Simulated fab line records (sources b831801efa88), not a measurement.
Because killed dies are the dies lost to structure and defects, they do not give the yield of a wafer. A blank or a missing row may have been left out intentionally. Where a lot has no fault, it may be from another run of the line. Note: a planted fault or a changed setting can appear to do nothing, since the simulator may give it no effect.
fab line records    flow sky130
[record] lots = 24  wafers = 72  last_day = 50
route steps=708 shown LI_CONTACT@364 CONTACT@429 METAL1@450 METAL2@484 METAL3@536 METAL5@675
lots with no fault: from the same line, run without faults
start_h: the number of hours between the record's first day and the start of the first shown wafer of the lot    wait_h: hours from the lot's prior step to this one    " as in the row above    L1.1+2: several wafers, shown together as one row    - no value present, or no start provided    * or withheld: withheld    < > ~ a bound
route shown NAME@n: NAME is a module with steps in the file, n the number in the route of the first one    usual: the fault-free wafers' mean and standard deviation    same: alike in all rows    chamber/n: place in a boat    sites: the reading at each site    _std_site: how widely they spread, as a standard deviation    _edge_site: outer sites' mean less inner sites'    radius_mm: for every site, how far away it sits from the centre of the wafer    mask NAME#n: copy n    behind: the most recent tool/chamber to have shaped the wafer    hold: what put the lot on hold/how long, in hours/how the hold closed    device: names the non-switching transistor (n, p or np)    end of line: tests of these same wafers at the route's end    for a step that has no rows: nothing shown but its recipe    killed: count of dies lost to structure and defects at first sort (not the wafer's yield)    map: the dies of a wafer, with x for killed, . for not killed, _ for no die there
set.NAME: setting as actually run; set.NAME@STEP: the setting as run at that earlier step    model.NAME: the simulator's own value behind a step, which no gauge read
one table for each step of the route and one row for each wafer, over a sample of lots
services: a tool's chamber out of use, with start hour (start_h, from the record's first day; less than 0 if before it), hours out, and reason
[[steps]]
[step SKY_LI_CONTACT_CMP_02]
[recipe] material = PSG  down_force_psi = 4  platen_rpm = 60  pad_velocity_m_s = 0.94248
[usual] motor_current_A = 12.4/1.5  time_to_endpoint_s = 30.2/2
lot.wafer  tool    chamber  start_h  wait_h  motor_current_A  time_to_endpoint_s
L074.1     cmp-01  2        647.35   0.1     12.6             30.9
L074.5     "       1        "        "       13.7             31.6
L074.6     "       2        "        "       12.1             32.3
L076.2     cmp-01  3        660.67   0.0     14.7             31.3
L076.3     "       0        "        "       13.1             30.9
L076.4     "       2        "        "       12.4             31.1
L075.4     cmp-02  0        660.87   0.1     14.2             33.3
L075.5     "       2        "        "       9.5              35.1
L075.6     "       3        "        "       10.0             33.1
L077.3     cmp-01  0        672.06   0.4     12.1             32.6
L077.6     "       1        "        "       12.8             28.5
L077.5     "       2        "        "       13.0             32.6
L078.3     cmp-02  0        684.84   0.0     13.5             26.9
L078.4     "       1        "        "       10.4             29.5
L078.5     "       0        "        "       13.2             31.0
L079.3     cmp-01  1        688.44   0.1     13.8             29.4
L079.4     "       2        "        "       12.2             31.4
L079.5     "       0        "        "       13.2             33.2
L080.3     cmp-02  3        691.31   0.0     10.9             30.9
L080.1     "       2        "        "       10.1             29.9
L080.5     "       3        "        "       10.5             29.4
L081.4     cmp-01  3        699.72   0.0     14.8             30.7
L081.5     "       3        "        "       13.9             32.5
L081.6     "       0        "        "       12.9             30.7
L082.3     cmp-02  2        715.32   3.6     9.6              30.7
L082.4     "       0        "        "       14.1             27.2
L082.6     "       1        "        "       10.7             33.3
L083.2     cmp-02  0        721.04   0.1     13.6             29.2
L083.1     "       2        "        "       10.3             30.5
L083.6     "       0        "        "       13.3             27.9
L084.1     cmp-01  0        727.97   0.1     11.9             29.4
L084.3     "       1        "        "       12.5             25.3
L084.6     "       3        "        "       14.9             28.9
L085.1     cmp-01  0        735.49   0.1     12.9             30.0
L085.5     "       0        "        "       13.0             30.5
L085.6     "       1        "        "       13.9             26.7
L086.4     cmp-01  1        746.74   0.1     13.4             30.3
L086.3     "       3        "        "       14.4             31.1
L086.1     "       0        "        "       12.7             33.4
L087.3     cmp-01  1        751.73   0.0     13.0             30.9
L087.1     "       0        "        "       13.0             31.9
L087.6     "       1        "        "       13.6             29.6
L088.1     cmp-01  2        763.12   0.1     13.4             28.9
L088.4     "       0        "        "       12.4             26.9
L088.3     "       1        "        "       13.2             27.1
L089.1     cmp-02  1        784.92   0.1     10.1             34.3
L089.4     "       3        "        "       10.7             29.2
L089.5     "       1        "        "       11.3             31.6
L090.2     cmp-02  3        788.99   0.1     10.7             29.1
L090.3     "       0        "        "       13.5             31.2
L090.5     "       1        "        "       10.5             28.4
L092.1     cmp-01  2        794.44   0.1     12.5             31.0
L092.3     "       0        "        "       12.9             31.5
L092.5     "       1        "        "       12.9             28.3
L091.3     cmp-02  2        812.09   0.1     10.3             32.6
L091.1     "       0        "        "       13.1             28.2
L091.5     "       1        "        "       11.1             31.6
L094.3     cmp-02  2        812.34   0.0     9.6              30.4
L094.5     "       2        "        "       10.3             32.0
L094.6     "       3        "        "       10.8             31.0
L093.3     cmp-01  3        812.70   0.0     14.8             27.4
L093.1     "       2        "        "       13.2             28.5
L093.5     "       0        "        "       12.6             27.4
L096.4     cmp-01  3        818.62   0.0     14.0             28.9
L096.3     "       2        "        "       13.3             30.6
L096.5     "       0        "        "       12.7             30.5
L095.4     cmp-02  1        819.10   0.1     10.6             31.0
L095.2     "       2        "        "       10.2             31.4
L095.6     "       3        "        "       10.8             28.7
L097.4     cmp-01  0        826.34   0.1     12.9             33.1
L097.1     "       1        "        "       12.0             27.7
L097.5     "       3        "        "       14.5             29.5
[step SKY_CONTACT_SPUTTER_23]
[recipe] material = TiN  target_thk_nm = 20  chamber_pressure_pa = 5  power_w = 4000  time_s = 80
[usual] cathode_dc_power_W = 4000.0/0.72  throttle_valve_pct = 30.5/1.3
lot.wafer  tool            chamber  start_h  wait_h  cathode_dc_power_W  throttle_valve_pct
L074.1     pvd_sputter-04  -        741.67   0.0     3998.7              30.1
L074.5     "               -        "        "       4000.6              30.2
L074.6     "               -        "        "       3998.4              31.7
L076.2     pvd_sputter-04  -        748.34   0.0     4000.2              31.9
L076.3     "               -        "        "       4000.8              30.4
L076.4     "               -        "        "       3999.8              32.2
L075.4     pvd_sputter-02  -        749.12   0.0     4001.8              31.1
L075.5     "               -        "        "       3999.5              30.3
L075.6     "               -        "        "       4000.0              31.0
L077.3     pvd_sputter-03  -        754.98   0.0     3999.7              29.4
L077.5     "               -        "        "       3999.6              29.5
L077.6     "               -        "        "       3998.8              32.3
L078.3     pvd_sputter-02  -        772.98   0.0     3999.3              29.9
L078.4     "               -        "        "       4001.1              30.2
L078.5     "               -        "        "       4000.4              30.9
L079.3     pvd_sputter-04  -        774.33   0.0     4000.3              32.4
L079.4     "               -        "        "       3999.0              30.7
L079.5     "               -        "        "       4001.1              31.9
L080.1     pvd_sputter-04  -        778.58   0.0     3999.6              28.5
L080.3     "               -        "        "       4000.0              30.4
L080.5     "               -        "        "       3999.6              30.5
L081.4     pvd_sputter-02  -        782.15   0.0     4001.3              30.1
L081.5     "               -        "        "       3999.8              31.0
L081.6     "               -        "        "       3999.0              30.0
L082.3     pvd_sputter-03  -        799.57   0.0     3999.7              28.3
L082.4     "               -        "        "       3999.0              31.1
L082.6     "               -        "        "       4000.2              29.6
L083.1     pvd_sputter-02  -        805.72   0.0     4000.9              30.9
L083.2     "               -        "        "       3999.5              29.9
L083.6     "               -        "        "       3998.8              30.1
L084.1     pvd_sputter-02  -        810.68   0.0     3999.8              29.8
L084.3     "               -        "        "       3998.9              29.9
L084.6     "               -        "        "       4000.9              30.0
L085.1     pvd_sputter-04  -        819.25   0.0     4001.1              30.4
L085.5     "               -        "        "       3999.7              31.5
L085.6     "               -        "        "       3999.6              30.5
L086.1     pvd_sputter-04  -        830.60   0.0     3999.2              31.8
L086.3     "               -        "        "       4000.0              32.7
L086.4     "               -        "        "       3998.1              30.6
L087.1     pvd_sputter-04  -        836.02   0.0     3999.6              28.3
L087.3     "               -        "        "       4000.6              31.7
L087.6     "               -        "        "       4000.9              30.4
L088.1     pvd_sputter-03  -        846.07   0.0     3999.9              29.7
L088.3     "               -        "        "       3998.7              32.5
L088.4     "               -        "        "       4001.0              32.3
L089.1     pvd_sputter-02  -        868.01   0.0     4000.3              30.0
L089.4     "               -        "        "       3999.3              29.8
L089.5     "               -        "        "       3999.6              31.2
L090.2     pvd_sputter-02  -        871.74   0.0     4000.1              29.8
L090.3     "               -        "        "       4000.4              30.2
L090.5     "               -        "        "       4000.6              31.2
L092.1     pvd_sputter-02  -        878.02   0.0     3999.4              30.0
L092.3     "               -        "        "       4000.0              29.9
L092.5     "               -        "        "       3999.7              31.0
L091.1     pvd_sputter-02  -        894.00   0.0     4000.7              30.2
L091.3     "               -        "        "       4000.0              30.1
L091.5     "               -        "        "       3998.7              30.0
L094.3     pvd_sputter-03  -        894.77   0.0     4000.7              29.6
L094.5     "               -        "        "       3998.5              28.2
L094.6     "               -        "        "       4000.3              32.3
L093.1     pvd_sputter-04  -        895.15   0.0     3999.9              30.8
L093.3     "               -        "        "       4001.0              32.0
L093.5     "               -        "        "       4000.3              32.3
L096.3     pvd_sputter-04  -        900.77   0.0     4001.2              30.2
L096.4     "               -        "        "       4000.1              32.4
L096.5     "               -        "        "       3999.9              31.7
L095.2     pvd_sputter-03  -        901.27   0.0     4000.3              31.1
L095.4     "               -        "        "       4000.3              28.2
L095.6     "               -        "        "       3999.8              32.5
L097.1     pvd_sputter-04  -        906.52   0.0     3999.8              32.3
L097.4     "               -        "        "       3998.9              28.4
L097.5     "               -        "        "       3999.1              31.9
[step SKY_METAL1_OVL_MEAS_16]
[usual] METAL1_OVL = -1/4.2
lot.wafer  tool        chamber  start_h  wait_h  METAL1_OVL[nm]
L074.1     overlay-02  -        769.03   0.1     -2
L074.5     "           -        "        "       1
L074.6     "           -        "        "       -5
L076.2     overlay-02  -        776.06   0.1     3
L076.3     "           -        "        "       5
L076.4     "           -        "        "       6
L075.4     overlay-02  -        777.23   0.1     3
L075.5     "           -        "        "       -1
L075.6     "           -        "        "       0
L077.3     overlay-02  -        782.27   0.1     7
L077.5     "           -        "        "       3
L077.6     "           -        "        "       0
L078.3     overlay-01  -        800.77   0.1     -5
L078.4     "           -        "        "       -1
L078.5     "           -        "        "       0
L079.3     overlay-01  -        801.52   0.1     3
L079.4     "           -        "        "       0
L079.5     "           -        "        "       9
L080.1     overlay-01  -        806.21   0.1     -2
L080.3     "           -        "        "       -1
L080.5     "           -        "        "       5
L081.4     overlay-01  -        809.28   0.1     -3
L081.5     "           -        "        "       -6
L081.6     "           -        "        "       -1
L082.3     overlay-01  -        827.77   0.1     -6
L082.4     "           -        "        "       0
L082.6     "           -        "        "       -2
L083.1     overlay-01  -        833.81   0.1     -3
L083.2     "           -        "        "       -5
L083.6     "           -        "        "       -4
L084.1     overlay-01  -        837.98   0.1     -4
L084.3     "           -        "        "       -1
L084.6     "           -        "        "       1
L085.1     overlay-02  -        846.40   0.1     1
L085.5     "           -        "        "       -2
L085.6     "           -        "        "       1
L086.1     overlay-02  -        858.33   0.1     4
L086.3     "           -        "        "       2
L086.4     "           -        "        "       1
L087.1     overlay-02  -        862.68   0.1     -3
L087.3     "           -        "        "       -4
L087.6     "           -        "        "       -6
L088.1     overlay-02  -        872.33   0.1     -1
L088.3     "           -        "        "       1
L088.4     "           -        "        "       -2
L089.1     overlay-01  -        894.21   0.1     0
L089.4     "           -        "        "       -5
L089.5     "           -        "        "       5
L090.2     overlay-02  -        898.16   0.1     -5
L090.3     "           -        "        "       1
L090.5     "           -        "        "       1
L092.1     overlay-02  -        904.16   0.1     -12
L092.3     "           -        "        "       -11
L092.5     "           -        "        "       -3
L091.1     overlay-01  -        920.23   0.1     2
L091.3     "           -        "        "       5
L091.5     "           -        "        "       2
L094.3     overlay-02  -        920.67   0.1     -2
L094.5     "           -        "        "       -2
L094.6     "           -        "        "       -4
L093.1     overlay-01  -        921.91   0.1     -6
L093.3     "           -        "        "       -4
L093.5     "           -        "        "       -1
L096.3     overlay-01  -        926.37   0.1     -9
L096.4     "           -        "        "       -6
L096.5     "           -        "        "       -4
L095.2     overlay-02  -        927.81   0.1     2
L095.4     "           -        "        "       0
L095.6     "           -        "        "       1
L097.1     overlay-01  -        932.11   0.1     0
L097.4     "           -        "        "       -1
L097.5     "           -        "        "       -1
[step SKY_METAL2_SPUTTER_01]
[recipe] material = TiN  target_thk_nm = 20  power_w = 6500  time_s = 16.7  chamber_pressure_pa = 0.4
[usual] cathode_dc_power_W = 6500.1/1.1  throttle_valve_pct = 30.1/1.6
lot.wafer  tool            chamber  start_h  wait_h  cathode_dc_power_W  throttle_valve_pct
L074.1     pvd_sputter-03  -        797.55   0.0     6501.2              32.5
L074.5     "               -        "        "       6500.8              31.2
L074.6     "               -        "        "       6500.0              29.6
L076.2     pvd_sputter-03  -        805.33   0.0     6499.6              31.0
L076.3     "               -        "        "       6500.8              29.8
L076.4     "               -        "        "       6501.5              28.2
L075.4     pvd_sputter-04  -        805.68   0.0     6499.2              28.3
L075.5     "               -        "        "       6500.6              30.2
L075.6     "               -        "        "       6499.2              31.6
L077.3     pvd_sputter-03  -        811.68   0.0     6500.2              29.4
L077.5     "               -        "        "       6498.3              29.6
L077.6     "               -        "        "       6498.7              31.0
L078.3     pvd_sputter-03  -        830.45   0.0     6500.3              28.2
L078.4     "               -        "        "       6498.8              28.4
L078.5     "               -        "        "       6501.4              29.7
L079.3     pvd_sputter-01  -        831.05   0.0     6501.3              28.9
L079.4     "               -        "        "       6501.8              28.5
L079.5     "               -        "        "       6501.6              29.1
L080.1     pvd_sputter-03  -        835.97   0.0     6498.3              32.6
L080.3     "               -        "        "       6501.5              29.5
L080.5     "               -        "        "       6499.5              29.6
L081.4     pvd_sputter-03  -        839.05   0.0     6500.1              32.6
L081.5     "               -        "        "       6498.4              29.6
L081.6     "               -        "        "       6498.1              28.3
L082.3     pvd_sputter-01  -        857.05   0.0     6500.0              28.5
L082.4     "               -        "        "       6500.8              30.9
L082.6     "               -        "        "       6501.3              29.1
L083.1     pvd_sputter-03  -        863.27   0.0     6499.9              29.6
L083.2     "               -        "        "       6498.8              31.2
L083.6     "               -        "        "       6500.4              29.6
L084.1     pvd_sputter-01  -        866.61   0.0     6501.0              31.3
L084.3     "               -        "        "       6500.0              29.1
L084.6     "               -        "        "       6500.9              28.6
L085.1     pvd_sputter-04  -        875.42   0.0     6501.6              32.5
L085.5     "               -        "        "       6498.7              31.9
L085.6     "               -        "        "       6502.1              28.2
L086.1     pvd_sputter-03  -        887.66   0.0     6499.3              32.3
L086.3     "               -        "        "       6499.5              29.7
L086.4     "               -        "        "       6501.2              28.3
L087.1     pvd_sputter-04  -        891.53   0.0     6500.8              31.7
L087.3     "               -        "        "       6499.9              30.6
L087.6     "               -        "        "       6501.0              30.6
L088.1     pvd_sputter-01  -        900.36   0.0     6500.4              29.2
L088.3     "               -        "        "       6501.4              31.5
L088.4     "               -        "        "       6500.2              28.6
L089.1     pvd_sputter-04  -        922.80   0.0     6500.7              28.1
L089.4     "               -        "        "       6499.8              30.4
L089.5     "               -        "        "       6499.5              30.2
L090.2     pvd_sputter-03  -        926.79   0.0     6498.7              32.5
L090.3     "               -        "        "       6499.9              31.0
L090.5     "               -        "        "       6498.6              32.3
L092.1     pvd_sputter-01  -        932.14   0.0     6500.4              29.0
L092.3     "               -        "        "       6499.4              28.2
L092.5     "               -        "        "       6500.4              28.9
L091.1     pvd_sputter-04  -        947.71   0.0     6501.1              32.7
L091.3     "               -        "        "       6499.6              31.9
L091.5     "               -        "        "       6500.8              32.2
L094.3     pvd_sputter-03  -        948.67   0.0     6500.4              30.8
L094.5     "               -        "        "       6500.0              29.4
L094.6     "               -        "        "       6499.7              30.9
L093.1     pvd_sputter-04  -        949.96   0.0     6500.7              31.9
L093.3     "               -        "        "       6500.9              28.1
L093.5     "               -        "        "       6500.5              30.2
L096.3     pvd_sputter-01  -        954.46   0.0     6500.9              29.4
L096.4     "               -        "        "       6500.8              28.5
L096.5     "               -        "        "       6499.5              31.3
L095.2     pvd_sputter-03  -        955.28   0.0     6499.8              31.2
L095.4     "               -        "        "       6499.8              31.0
L095.6     "               -        "        "       6497.2              32.4
L097.1     pvd_sputter-01  -        959.91   0.0     6500.1              28.2
L097.4     "               -        "        "       6500.8              31.3
L097.5     "               -        "        "       6499.0              28.6
[step SKY_METAL3_SPUTTER_04]
[recipe] material = TiN  target_thk_nm = 70  power_w = 6500  time_s = 58.3  chamber_pressure_pa = 0.4
[usual] cathode_dc_power_W = 6500.1/1.2  throttle_valve_pct = 30.0/1.3
lot.wafer  tool            chamber  start_h  wait_h  cathode_dc_power_W  throttle_valve_pct
L074.1     pvd_sputter-01  -        852.50   0.0     6500.1              28.6
L074.5     "               -        "        "       6502.4              29.0
L074.6     "               -        "        "       6501.9              28.3
L076.2     pvd_sputter-01  -        861.03   0.0     6498.8              28.8
L076.3     "               -        "        "       6500.7              31.3
L076.4     "               -        "        "       6499.8              28.6
L075.4     pvd_sputter-02  -        861.82   0.0     6501.0              29.7
L075.5     "               -        "        "       6498.9              29.7
L075.6     "               -        "        "       6499.6              30.1
L077.3     pvd_sputter-01  -        866.39   0.0     6500.5              28.1
L077.5     "               -        "        "       6501.4              31.2
L077.6     "               -        "        "       6499.1              29.2
L078.3     pvd_sputter-01  -        885.32   0.0     6501.7              28.5
L078.4     "               -        "        "       6499.6              29.2
L078.5     "               -        "        "       6500.7              29.2
L079.3     pvd_sputter-03  -        886.50   0.0     6497.9              32.5
L079.4     "               -        "        "       6499.7              30.9
L079.5     "               -        "        "       6499.9              29.4
L080.1     pvd_sputter-03  -        891.32   0.0     6500.8              29.9
L080.3     "               -        "        "       6500.2              32.5
L080.5     "               -        "        "       6501.6              32.4
L081.4     pvd_sputter-03  -        893.15   0.0     6497.9              29.6
L081.5     "               -        "        "       6500.9              28.2
L081.6     "               -        "        "       6498.7              32.7
L082.3     pvd_sputter-02  -        912.00   0.0     6497.9              29.8
L082.4     "               -        "        "       6500.3              29.8
L082.6     "               -        "        "       6499.1              31.1
L083.1     pvd_sputter-02  -        917.32   0.0     6501.1              29.9
L083.2     "               -        "        "       6499.1              29.6
L083.6     "               -        "        "       6501.0              29.8
L084.1     pvd_sputter-03  -        921.12   0.0     6499.0              28.5
L084.3     "               -        "        "       6500.7              32.5
L084.6     "               -        "        "       6502.0              28.6
L085.1     pvd_sputter-03  -        930.51   0.0     6498.4              28.8
L085.5     "               -        "        "       6502.4              29.5
L085.6     "               -        "        "       6499.2              31.0
L086.1     pvd_sputter-02  -        941.40   0.0     6499.5              30.0
L086.3     "               -        "        "       6500.4              29.8
L086.4     "               -        "        "       6499.8              30.0
L087.1     pvd_sputter-01  -        944.78   0.0     6500.6              28.1
L087.3     "               -        "        "       6501.5              29.1
L087.6     "               -        "        "       6498.8              28.1
L088.1     pvd_sputter-03  -        953.98   0.0     6498.2              28.3
L088.3     "               -        "        "       6499.9              32.5
L088.4     "               -        "        "       6500.2              29.7
L089.1     pvd_sputter-03  -        975.03   0.0     6500.3              28.0
L089.4     "               -        "        "       6499.8              32.4
L089.5     "               -        "        "       6499.6              28.3
L090.2     pvd_sputter-01  -        978.04   0.0     6498.7              28.2
L090.3     "               -        "        "       6501.6              31.1
L090.5     "               -        "        "       6501.7              31.1
L092.1     pvd_sputter-03  -        984.01   0.0     6499.8              29.7
L092.3     "               -        "        "       6497.6              28.3
L092.5     "               -        "        "       6500.9              30.8
L091.1     pvd_sputter-03  -        999.50   0.0     6498.2              30.8
L091.3     "               -        "        "       6499.6              28.3
L091.5     "               -        "        "       6501.7              28.5
L094.3     pvd_sputter-02  -        999.77   0.0     6500.1              30.9
L094.5     "               -        "        "       6500.3              30.0
L094.6     "               -        "        "       6499.9              30.0
L093.1     pvd_sputter-02  -        1002.13  0.0     6500.2              29.6
L093.3     "               -        "        "       6500.2              29.7
L093.5     "               -        "        "       6499.6              30.0
L096.3     pvd_sputter-01  -        1006.00  0.0     6497.9              31.2
L096.4     "               -        "        "       6501.0              31.0
L096.5     "               -        "        "       6499.3              29.2
L095.2     pvd_sputter-03  -        1006.30  0.0     6497.1              30.9
L095.4     "               -        "        "       6500.9              32.6
L095.6     "               -        "        "       6501.3              28.5
L097.1     pvd_sputter-02  -        1010.44  0.0     6499.5              30.9
L097.4     "               -        "        "       6499.6              30.1
L097.5     "               -        "        "       6501.1              29.9
[step SKY_METAL5_DESCUM_14]
[recipe] chemistry = O2  source_power_w = 150  bias_power_w = 0  pressure_mtorr = 10  temp_c = 40  time_s = 11
[usual] drypump_motor_current_A = 5.4/0.46  oes_product_au = 0.998/0.011
lot.wafer  tool          chamber  start_h  wait_h  drypump_motor_current_A  oes_product_au  rf_hours_counter_h
L074.1     rie_metal-03  0        1029.62  0.1     5.6                      0.997           7
L074.5     "             1        "        "       4.7                      1.000           -
L074.6     "             0        "        "       5.7                      1.012           -
L076.2     rie_metal-01  0        1039.51  0.1     5.9                      0.995           16
L076.3     "             1        "        "       5.3                      0.980           -
L076.4     "             0        "        "       5.9                      0.992           -
L075.4     rie_metal-01  0        1040.17  0.1     5.9                      0.993           -
L075.5     "             0        "        "       5.9                      1.000           -
L075.6     "             1        "        "       5.3                      0.983           -
L077.3     rie_metal-01  1        1045.42  0.1     5.3                      0.982           -
L077.5     "             1        "        "       5.3                      0.975           -
L077.6     "             0        "        "       5.9                      0.994           -
L078.3     rie_metal-03  0        1057.77  0.1     5.7                      1.016           -
L078.4     "             1        "        "       4.7                      0.997           -
L078.5     "             0        "        "       5.6                      1.014           -
L079.3     rie_metal-01  1        1060.65  0.1     5.3                      0.982           -
L079.4     "             0        "        "       6.0                      0.988           -
L079.5     "             1        "        "       5.3                      0.975           -
L080.1     rie_metal-03  0        1066.22  0.1     5.6                      1.001           9
L080.3     "             0        "        "       5.6                      1.001           -
L080.5     "             1        "        "       4.7                      0.998           -
L081.4     rie_metal-02  1        1066.67  0.1     6.1                      1.023           -
L081.5     "             1        "        "       6.1                      1.012           -
L081.6     "             0        "        "       5.0                      1.015           -
L082.3     rie_metal-03  0        1080.43  0.1     5.6                      1.007           -
L082.4     "             1        "        "       4.7                      0.997           -
L082.6     "             0        "        "       5.6                      1.009           -
L083.1     rie_metal-03  1        1084.74  0.1     4.7                      0.994           17
L083.2     "             0        "        "       5.6                      1.009           10
L083.6     "             0        "        "       5.6                      1.015           -
L084.1     rie_metal-01  0        1090.62  0.1     6.0                      0.993           20
L084.3     "             1        "        "       5.3                      0.986           -
L084.6     "             0        "        "       5.9                      0.996           -
L085.1     rie_metal-03  1        1096.82  0.1     4.7                      0.993           18
L085.5     "             1        "        "       4.7                      0.993           -
L085.6     "             0        "        "       5.6                      1.013           -
L086.1     rie_metal-03  1        1104.87  0.1     4.7                      1.004           19
L086.3     "             1        "        "       4.7                      0.995           -
L086.4     "             0        "        "       5.6                      1.007           -
L087.1     rie_metal-01  1        1106.39  0.1     5.3                      0.989           20
L087.3     "             0        "        "       6.0                      0.998           -
L087.6     "             0        "        "       6.0                      0.996           -
L088.1     rie_metal-01  0        1118.74  0.1     5.9                      0.990           22
L088.3     "             1        "        "       5.3                      0.976           -
L088.4     "             0        "        "       5.9                      1.001           -
L089.1     rie_metal-01  1        1134.09  0.1     5.3                      0.984           22
L089.4     "             0        "        "       5.9                      0.992           -
L089.5     "             0        "        "       5.9                      0.992           -
L090.2     rie_metal-03  0        1134.91  0.1     5.6                      1.003           15
L090.3     "             0        "        "       5.6                      1.008           -
L090.5     "             1        "        "       4.7                      1.004           -
L092.1     rie_metal-03  0        1142.71  0.1     5.6                      1.012           16
L092.3     "             1        "        "       4.7                      0.999           -
L092.5     "             1        "        "       4.7                      1.006           -
L091.1     rie_metal-03  1        1151.42  0.1     4.7                      0.998           21
L091.3     "             1        "        "       4.7                      1.000           -
L091.5     "             1        "        "       4.7                      1.009           -
L094.3     rie_metal-03  1        1153.48  0.1     4.7                      0.999           -
L094.5     "             1        "        "       4.7                      1.004           -
L094.6     "             0        "        "       5.6                      1.012           -
L093.1     rie_metal-01  0        1155.72  0.1     5.9                      1.000           25
L093.3     "             1        "        "       5.3                      0.985           -
L093.5     "             1        "        "       5.3                      0.984           -
L096.3     rie_metal-01  0        1157.81  0.1     5.9                      0.993           -
L096.4     "             1        "        "       5.3                      1.000           -
L096.5     "             0        "        "       5.9                      0.997           -
L095.2     rie_metal-02  0        1158.09  0.1     5.0                      1.017           27
L095.4     "             1        "        "       6.1                      1.017           -
L095.6     "             1        "        "       6.1                      1.004           -
L097.1     rie_metal-01  0        1158.81  0.1     5.9                      0.982           25
L097.4     "             0        "        "       5.9                      0.995           -
L097.5     "             1        "        "       5.3                      0.980           -
[[services]]
tool            chamber  start_h  hours  kind
cmp-01          -        704.08   0.9    repair
cmp-01          -        704.33   9.6    repair
pvd_sputter-02  -        707.88   2.7    repair
cmp-01          -        710.22   0.8    repair
pvd_sputter-04  -        749.98   5.7    repair
pvd_sputter-03  -        755.24   2.9    repair
pvd_sputter-03  -        771.38   5.6    repair
cmp-01          -        787.13   6.0    repair
pvd_sputter-01  -        805.42   8.1    repair
pvd_sputter-01  -        806.62   2.3    repair
pvd_sputter-04  -        838.53   7.8    repair
pvd_sputter-03  -        854.45   6.5    repair
cmp-01          -        874.33   4.6    pm
cmp-01          -        912.28   4.0    pm
cmp-01          -        917.64   2.4    repair
cmp-01          -        920.45   1.3    repair
cmp-01          -        932.30   0.8    repair
cmp-01          -        949.94   2.2    repair
pvd_sputter-01  -        950.32   3.3    repair
cmp-01          -        1041.08  0.5    repair
pvd_sputter-01  -        1058.65  6.3    repair
cmp-01          -        1064.50  8.5    pm
pvd_sputter-04  -        1105.32  18.1   repair
pvd_sputter-04  -        1120.03  2.3    repair
[[key]]
fault none
